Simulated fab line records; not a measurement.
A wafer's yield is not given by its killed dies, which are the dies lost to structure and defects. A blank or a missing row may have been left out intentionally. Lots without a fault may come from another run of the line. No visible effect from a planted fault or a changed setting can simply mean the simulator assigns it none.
Which tool is to blame? -- flow gf180mcu -- 14 lots (42 wafers sampled), 1 step of a 602-step route

WHAT EACH GAUGE READ, for each wafer
GF_M4_THK_MEAS_06: measures by xrf. Usual: for M4_ALCU_THK the level is 447 nm and the standard deviation is 5.9.
lot,measured,on,M4_ALCU_THK (nm),flag
L550,day 23 01:16,film_metro-02,444 452 444,
L548,day 23 03:34,film_metro-03,443 436 439,
L547,day 23 07:26,film_metro-04,447 449 448,
L554,day 24 04:56,film_metro-02,448 450 439,
L555,day 24 08:01,film_metro-04,446 460 456,
L560,day 26 02:32,film_metro-04,464 447 463,
L562,day 27 03:25,film_metro-03,444 446 438,
L563,day 27 04:35,film_metro-03,449 453 451,
L564,day 27 10:58,film_metro-02,442 446 451,
L565,day 28 01:44,film_metro-02,458 459 459,
L566,day 28 04:32,film_metro-04,441 440 437,
L567,day 28 16:03,film_metro-04,452 444 444,
L568,day 28 21:21,film_metro-02,449 445 449,
L569,day 29 08:32,film_metro-04,452 456 455,

WHICH TOOL RAN EACH LOT (tool, then ch and the chambers of the sampled wafers, then the start)
Record: no process step prior to these readings.

AS READ BY THE TOOLS THEMSELVES (means over the sampled wafers that have a number; for cases with no such wafer, the mark the record gives instead)
The record holds no such reading with a usual standard deviation.

THE ANSWER, worked out from the rows above alone
Rule: lot off if the mean of its wafers having a number is beyond 3 standard deviations from the usual mean. Also off: a lot with no number at a reading for which 4 or more lots have one. The other lots that the step has rows for count as sound. Order of review: gauges by route order, followed by the tools' own readings, for which a lot's mean as printed above is used. The first step at which some lot is off is used, and at that step the reading that is off furthest; a lot without a number counts as furthest.
No lot is off on any of the readings shown, so nothing can be concluded from this.

WHAT THE SIMULATOR PUT IN
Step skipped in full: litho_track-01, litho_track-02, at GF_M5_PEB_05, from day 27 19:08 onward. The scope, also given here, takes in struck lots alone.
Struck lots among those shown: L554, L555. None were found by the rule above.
